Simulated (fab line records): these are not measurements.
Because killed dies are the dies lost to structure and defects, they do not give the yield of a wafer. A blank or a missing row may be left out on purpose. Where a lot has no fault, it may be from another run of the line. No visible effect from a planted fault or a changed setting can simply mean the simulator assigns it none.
The tool behind it: which one? / flow sky130 / 27 wafers from 9 lots sampled at 4 of the route's 708 steps

== WHAT THE GAUGES SHOWED, per wafer ==
SKY_CAP2M_RS_MEAS_03: uses a four-point probe to measure.
lot=L101; measured=day 41 07:03; on=film metro-03; CAP2M_TIN_RS (ohm/sq)=6.87 6.88 6.71
lot=L108; measured=day 42 21:41; on=film metro-03; CAP2M_TIN_RS (ohm/sq)=6.93 6.97 6.91
lot=L109; measured=day 43 12:23; on=film metro-02; CAP2M_TIN_RS (ohm/sq)=6.75 6.74 6.68
lot=L110; measured=day 43 13:37; on=film metro-04; CAP2M_TIN_RS (ohm/sq)=6.94 6.85 6.87
lot=L112; measured=day 44 03:14; on=film metro-02; CAP2M_TIN_RS (ohm/sq)=6.94 6.87 6.87
lot=L114; measured=day 44 19:25; on=film metro-03; CAP2M_TIN_RS (ohm/sq)=6.77 6.79 6.82
lot=L117; measured=day 45 13:43; on=film metro-02; CAP2M_TIN_RS (ohm/sq)=7.91 8.07 7.81
lot=L118; measured=day 45 18:38; on=film metro-02; CAP2M_TIN_RS (ohm/sq)=7.76 8.06 7.85
lot=L123; measured=day 46 15:48; on=film metro-02; CAP2M_TIN_RS (ohm/sq)=7.03 6.79 6.95

== TOOL THAT RAN EACH LOT (tool first, then ch and the chambers of the sampled wafers, then the start) ==
lot=L101; SKY_METAL3_DESCUM_15=rie metal-04 ch 0, day 40 02:20; SKY_METAL3_ETCH_16=rie metal-04 ch 0, day 40 02:22; SKY_CAP2M_SPUTTER_02=pvd sputter-04, day 41 06:56
lot=L108; SKY_METAL3_DESCUM_15=rie metal-03 ch 0,1, day 41 18:05; SKY_METAL3_ETCH_16=rie metal-03 ch 0,1, day 41 18:07; SKY_CAP2M_SPUTTER_02=pvd sputter-01, day 42 21:33
lot=L109; SKY_METAL3_DESCUM_15=rie metal-02 ch 0, day 42 08:39; SKY_METAL3_ETCH_16=rie metal-02 ch 0, day 42 08:43; SKY_CAP2M_SPUTTER_02=pvd sputter-04, day 43 12:15
lot=L110; SKY_METAL3_DESCUM_15=rie metal-04 ch 0,1, day 42 10:15; SKY_METAL3_ETCH_16=rie metal-04 ch 0,1, day 42 10:17; SKY_CAP2M_SPUTTER_02=pvd sputter-01, day 43 13:29
lot=L112; SKY_METAL3_DESCUM_15=rie metal-04 ch 0,1, day 43 00:18; SKY_METAL3_ETCH_16=rie metal-04 ch 0,1, day 43 00:20; SKY_CAP2M_SPUTTER_02=pvd sputter-01, day 44 03:08
lot=L114; SKY_METAL3_DESCUM_15=rie metal-02 ch 0,1, day 43 16:46; SKY_METAL3_ETCH_16=rie metal-02 ch 0,1, day 43 16:49; SKY_CAP2M_SPUTTER_02=pvd sputter-04, day 44 19:15
lot=L117; SKY_METAL3_DESCUM_15=rie metal-03 ch 0, day 44 12:10; SKY_METAL3_ETCH_16=rie metal-03 ch 0, day 44 12:17; SKY_CAP2M_SPUTTER_02=pvd sputter-04, day 45 13:34
lot=L118; SKY_METAL3_DESCUM_15=rie metal-03 ch 0,1, day 44 16:58; SKY_METAL3_ETCH_16=rie metal-03 ch 0,1, day 44 17:01; SKY_CAP2M_SPUTTER_02=pvd sputter-04, day 45 18:29
lot=L123; SKY_METAL3_DESCUM_15=rie metal-02 ch 0,1, day 45 15:04; SKY_METAL3_ETCH_16=rie metal-02 ch 0,1, day 45 15:07; SKY_CAP2M_SPUTTER_02=pvd sputter-02, day 46 15:39
- SKY_METAL3_DESCUM_15: chemistry O2, time 8 s.
- SKY_METAL3_ETCH_16: etches BARC in N2/H2, stops on SiO2, time 88.2 s, target depth 60 nm.
- SKY_CAP2M_SPUTTER_02: material TiN, target thk 200 nm, time 166.7 s.

== THE ANSWER, worked out from the rows above alone ==
Rule: what is usual is taken from the lots themselves. The widest of any qualifying gaps counts: lots, ordered by their means at a reading, are off when they make up no more than a third of the lots, leave a main group of 4 or more, and stand apart from it by 3 or more times the standard deviation of that group's means. If all means in a main group match to the digits the tables above print for the reading, that group is not used. A lot without any number at a reading at which 4 lots or more have one is off too. Where the step has rows for the other lots, those lots are counted as sound.
Off: L117, L118, at SKY_CAP2M_RS_MEAS_03 (CAP2M_TIN_RS). The main group has a mean of 6.85 ohm/sq with a standard deviation of 0.072.
If a tool, at a process step before that reading, ran all the lots that are off and no sound lot after the first of them, it fits. The gauges at SKY_CAP2M_RS_MEAS_03 are tried like those tools. Can't be told from this: 2 tools fit, rie metal-03 at SKY_METAL3_DESCUM_15 and SKY_METAL3_ETCH_16, pvd sputter-04 at SKY_CAP2M_SPUTTER_02.

== WHAT HAD BEEN PUT IN BY THE SIMULATOR ==
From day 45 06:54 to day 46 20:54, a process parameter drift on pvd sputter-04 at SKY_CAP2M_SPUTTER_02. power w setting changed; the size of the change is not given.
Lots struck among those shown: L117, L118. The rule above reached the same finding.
